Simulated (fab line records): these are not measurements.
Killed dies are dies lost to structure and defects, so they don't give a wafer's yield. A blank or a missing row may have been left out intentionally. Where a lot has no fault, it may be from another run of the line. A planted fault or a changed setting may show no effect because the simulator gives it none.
fab line records | flow sky130
record lots=13 wafers=39 lastDay=50
route steps=708 shown LI_CONTACT@377 LOCAL_INTERCONNECT@387
lots that met no fault: from a run of the same line without faults
startH: start of the lot's first displayed wafer, in hours after the record's first day | waitH: time in hours since the lot's previous step | " as in the row above | L1.1+2: one row covering several wafers at once | - no value, or no start given | * or withheld: withheld | < > ~ a bound
route shown NAME@n: names a module that has steps shown in the file, with the first one's number in the route | usual: mean and standard deviation over wafers with no fault | same: alike in all rows | chamber/n: place in a boat | sites: each site's reading | _std_site: the standard deviation of these | _edge_site: outer sites' mean less inner sites' | radiusMm: how far each site lies from the wafer's centre | mask NAME#n: copy n | behind: the most recent tool/chamber to have shaped the wafer | hold: the reason the lot was held/the length of the hold in hours/how it ended | device: the transistor (n, p or np) that didn't switch | end of line: the route-end tests of the same wafers | step lacking rows: just its recipe | killed: not the wafer's yield, but the dies lost to structure and defects at the first sort | map: dies across one wafer; x = killed, . = not, _ = none there
set.NAME: the setting the step ran with; set.NAME@STEP: the setting that earlier step ran with | model.NAME: the simulator's own value behind a step, which no gauge read
a sample of lots followed through the steps of the route, with each step as a table and each wafer as a row
services: when a tool's chamber went out of use (startH, in hours from the record's first day, below 0 if earlier), for how many hours, and the reason
## steps
# step SKY_LI_CONTACT_ETCH_15
# recipe target=PSG chemistry=C4F8/O2/Ar stopOn=Si taperDeg=4.15 maskMaterial=KrF-thick sourceW=1500 biasW=1200 pressureMtorr=40 c4f8FlowSccm=withheld O2_flow_sccm=6 Ar_flow_sccm=300 timeS=withheld targetDepthA=6000
# usual oesProductAu=0.837/0.0041
# columns lot.wafer tool chamber startH waitH oesProductAu
L295.1 rieDiel-02 2 663.14 0.0 0.841
L295.4 " 1 " " 0.840
L295.5 " 3 " " 0.839
L296.4 rieDiel-02 2 665.19 0.0 0.838
L296.5 " 3 " " 0.833
L296.6 " 0 " " 0.839
L297.2 rieDiel-02 1 680.51 0.0 0.837
L297.4 " 3 " " 0.836
L297.6 " 2 " " 0.841
L298.2 rieDiel-04 3 687.89 0.0 0.828
L298.3 " 2 " " 0.843
L298.4 " 2 " " 0.838
L299.1 rieDiel-04 3 694.54 0.0 0.839
L299.2 " 2 " " 0.838
L299.6 " 3 " " 0.834
L300.1 rieDiel-02 2 714.44 0.0 0.840
L300.3 " 1 " " 0.841
L300.6 " 2 " " 0.838
L304.1 rieDiel-02 2 740.31 0.0 0.836
L304.3 " 0 " " 0.839
L304.6 " 1 " " 0.829
L307.2 rieDiel-02 0 763.19 0.0 0.837
L307.3 " 3 " " 0.843
L307.5 " 3 " " 0.835
L306.1 rieDiel-04 1 766.97 0.0 0.835
L306.5 " 3 " " 0.833
L306.6 " 0 " " 0.837
L310.1 rieDiel-04 1 790.28 0.0 0.838
L310.3 " 3 " " 0.832
L310.6 " 0 " " 0.841
L314.2 rieDiel-03 3 861.21 0.0 0.836
L314.4 " 0 " " 0.839
L314.6 " 3 " " 0.843
L318.1 rieDiel-02 0 861.39 0.0 0.830
L318.5 " 0 " " 0.840
L318.6 " 1 " " 0.832
L316.1 rieDiel-04 0 868.86 0.0 0.841
L316.3 " 1 " " 0.846
L316.5 " 3 " " 0.830
# step SKY_LOCAL_INTERCONNECT_SPUTTER_00
# recipe material=TiN targetThkNm=100 tempC=300 powerW=6500 timeS=83.3 chamberPressurePa=0.4
# usual throttleValvePct=30.3/0.94
# columns lot.wafer tool chamber startH waitH throttleValvePct
L295.1 pvdSputter-02 - 664.49 0.1 28.1
L295.4 " - " " 31.1
L295.5 " - " " 31.2
L296.4 pvdSputter-01 - 666.31 0.1 29.8
L296.5 " - " " 31.0
L296.6 " - " " 31.2
L297.2 pvdSputter-02 - 681.63 0.1 30.1
L297.4 " - " " 31.1
L297.6 " - " " 29.7
L298.2 pvdSputter-02 - 689.01 0.1 30.1
L298.3 " - " " 29.8
L298.4 " - " " 31.3
L299.1 pvdSputter-01 - 696.20 0.2 30.7
L299.2 " - " " 29.9
L299.6 " - " " 29.9
L300.1 pvdSputter-01 - 715.57 0.2 31.1
L300.3 " - " " 30.0
L300.6 " - " " 31.1
L304.1 pvdSputter-01 - 741.46 0.2 30.9
L304.3 " - " " 30.0
L304.6 " - " " 30.8
L307.2 pvdSputter-01 - 764.32 0.1 30.8
L307.3 " - " " 31.0
L307.5 " - " " 31.2
L306.1 pvdSputter-01 - 768.11 0.2 31.3
L306.5 " - " " 30.8
L306.6 " - " " 29.9
L310.1 pvdSputter-01 - 791.57 0.2 31.0
L310.3 " - " " 31.2
L310.6 " - " " 31.0
L314.2 pvdSputter-01 - 862.46 0.1 31.0
L314.4 " - " " 29.9
L314.6 " - " " 31.3
L318.1 pvdSputter-04 - 862.52 0.2 30.8
L318.5 " - " " 32.5
L318.6 " - " " 29.5
L316.1 pvdSputter-01 - 870.16 0.1 31.0
L316.3 " - " " 31.1
L316.5 " - " " 31.0
# step SKY_LOCAL_INTERCONNECT_THK_MEAS_02
# recipe thkMeasGauge=xrf reads=TiN_of_LOCAL_INTERCONNECT_SPUTTER_00
# usual LOCAL_INTERCONNECT_TIN_THK=100.1/1.1
# columns lot.wafer tool chamber startH waitH LOCAL_INTERCONNECT_TIN_THK[nm]
L295.1 filmMetro-03 - 664.67 0.1 99.8
L295.4 " - " " 99.8
L295.5 " - " " 100.1
L296.4 filmMetro-03 - 666.52 0.1 100.5
L296.5 " - " " 100.1
L296.6 " - " " 99.5
L297.2 filmMetro-03 - 681.82 0.1 102.1
L297.4 " - " " 100.6
L297.6 " - " " 101.1
L298.2 filmMetro-03 - 689.20 0.1 101.2
L298.3 " - " " 101.9
L298.4 " - " " 99.8
L299.1 filmMetro-03 - 696.38 0.1 100.1
L299.2 " - " " 100.5
L299.6 " - " " 99.8
L300.1 filmMetro-02 - 715.76 0.1 99.4
L300.3 " - " " 101.8
L300.6 " - " " 100.0
L304.1 filmMetro-01 - 741.64 0.1 99.1
L304.3 " - " " 100.3
L304.6 " - " " 99.0
L307.2 filmMetro-03 - 764.52 0.1 98.9
L307.3 " - " " 98.5
L307.5 " - " " 99.4
L306.1 filmMetro-03 - 768.30 0.1 99.8
L306.5 " - " " 99.1
L306.6 " - " " 100.8
L310.1 filmMetro-01 - 791.76 0.1 99.6
L310.3 " - " " 99.2
L310.6 " - " " 100.0
L314.2 filmMetro-03 - 862.65 0.1 98.4
L314.4 " - " " 100.2
L314.6 " - " " 99.4
L318.1 filmMetro-02 - 862.71 0.1 99.4
L318.5 " - " " 98.6
L318.6 " - " " 101.2
L316.1 filmMetro-01 - 870.34 0.1 100.4
L316.3 " - " " 100.6
L316.5 " - " " 99.6
# step SKY_LOCAL_INTERCONNECT_SOFTBAKE_07
# recipe tempC=100 timeS=90 resist=KrF-thick
# usual heaterPowerTotalW=57.36/0.11 runLengthS=119.25/0.2
# columns lot.wafer tool chamber startH waitH heaterPowerTotalW runLengthS
L295.1 lithoTrack-01 0 679 - 57.50 119.17
L295.4 " 0 " " 57.40 119.25
L295.5 " 0 " " 57.41 119.11
L296.4 lithoTrack-04 0 680 - 57.22 119.14
L296.5 " 0 " " 57.41 118.93
L296.6 " 0 " " 57.42 119.29
L297.2 lithoTrack-01 0 696 - 57.33 119.18
L297.4 " 0 " " 57.38 119.08
L297.6 " 0 " " 57.35 119.10
L298.2 lithoTrack-04 0 703 - 57.24 118.93
L298.3 " 0 " " 57.43 119.18
L298.4 " 0 " " 57.47 118.90
L299.1 lithoTrack-01 0 709 - 57.20 119.07
L299.2 " 0 710 - 57.47 119.22
L299.6 " 0 " " 57.42 119.09
L300.1 lithoTrack-03 0 729 - 57.37 119.76
L300.3 " 0 " " 57.18 119.54
L300.6 " 0 " " 57.46 119.43
L304.1 lithoTrack-01 0 754 - 57.50 119.38
L304.3 " 0 755 - 57.58 119.46
L304.6 " 0 " " 57.37 119.31
L307.2 lithoTrack-01 0 778 - 57.36 119.26
L307.3 " 0 " " 57.42 119.15
L307.5 " 0 " " 57.38 119.22
L306.1 lithoTrack-01 0 781 - 57.17 119.48
L306.5 " 0 " " 57.30 119.27
L306.6 " 0 " " 57.40 119.28
L310.1 lithoTrack-03 0 804 - 57.27 119.32
L310.3 " 0 " " 57.22 119.33
L310.6 " 0 " " 57.26 119.47
L314.2 lithoTrack-03 0 875 - 58.04 116.59
L314.4 " 0 " " 57.95 116.36
L314.6 " 0 " " 57.83 116.45
L318.1 lithoTrack-04 0 875 - 57.28 118.88
L318.5 " 0 " " 57.41 118.94
L318.6 " 0 " " 57.39 119.15
L316.1 lithoTrack-03 0 882 - 57.83 116.60
L316.3 " 0 " " 58.14 116.42
L316.5 " 0 " " 58.05 116.56
## services
# columns tool chamber startH hours kind
rieDiel-02 0 640.29 13.0 repair
rieDiel-03 0 642.38 5.9 repair
rieDiel-03 1 643.24 4.2 repair
rieDiel-04 - 669.67 2.8 pm
rieDiel-04 0 680.85 - clean
rieDiel-02 1 684.84 - clean
rieDiel-02 1 684.84 16.2 scheduledDown
rieDiel-02 1 684.84 16.2 ventCycle
pvdSputter-04 - 689.11 0.8 repair
rieDiel-03 - 706.58 0.8 repair
rieDiel-03 - 708.40 2.8 pm
pvdSputter-04 - 715.19 2.5 repair
rieDiel-02 3 730.41 7.5 repair
rieDiel-02 3 773.60 - clean
rieDiel-02 3 773.60 22.8 scheduledDown
rieDiel-02 3 773.60 22.8 ventCycle
rieDiel-03 1 789.97 7.9 repair
pvdSputter-02 - 807.03 6.9 repair
rieDiel-03 0 814.49 3.9 repair
rieDiel-03 0 836.57 2.6 repair
pvdSputter-04 - 847.50 3.9 repair
pvdSputter-04 - 849.71 3.3 repair
rieDiel-04 3 857.93 5.8 repair
pvdSputter-04 - 869.93 10.5 repair
## key
firstSign step=SKY_LOCAL_INTERCONNECT_SOFTBAKE_07 reading=runLengthS direction=down sigmas=14 usual=* struck=*
effect step=SKY_LOCAL_INTERCONNECT_SOFTBAKE_07 reading=heaterPowerTotalW direction=up sigmas=5.3 usual=* struck=*
metAt SKY_LOCAL_INTERCONNECT_SOFTBAKE_07
struckLots L314,L316
testerLeftOut L314,L316
notActingAt SKY_LI_CONTACT_ETCH_15,SKY_LOCAL_INTERCONNECT_SPUTTER_00,SKY_LOCAL_INTERCONNECT_THK_MEAS_02
onsetBetween 804 875
fault kind=processParameterDrift tool=lithoTrack-03 chamber=- onsetH=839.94 steps=SKY_LOCAL_INTERCONNECT_SOFTBAKE_07 channel=timeS offset=* shape=step endH=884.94 actsIn=* stated=*
# testerLeftOut: of these lots the tester's yield and bins aren't shown, on N5 and GAA mostly nor the transistor test; their killed dies are dies lost to structure and defects alone, not to doping, threshold or leakage, so they don't give the yield
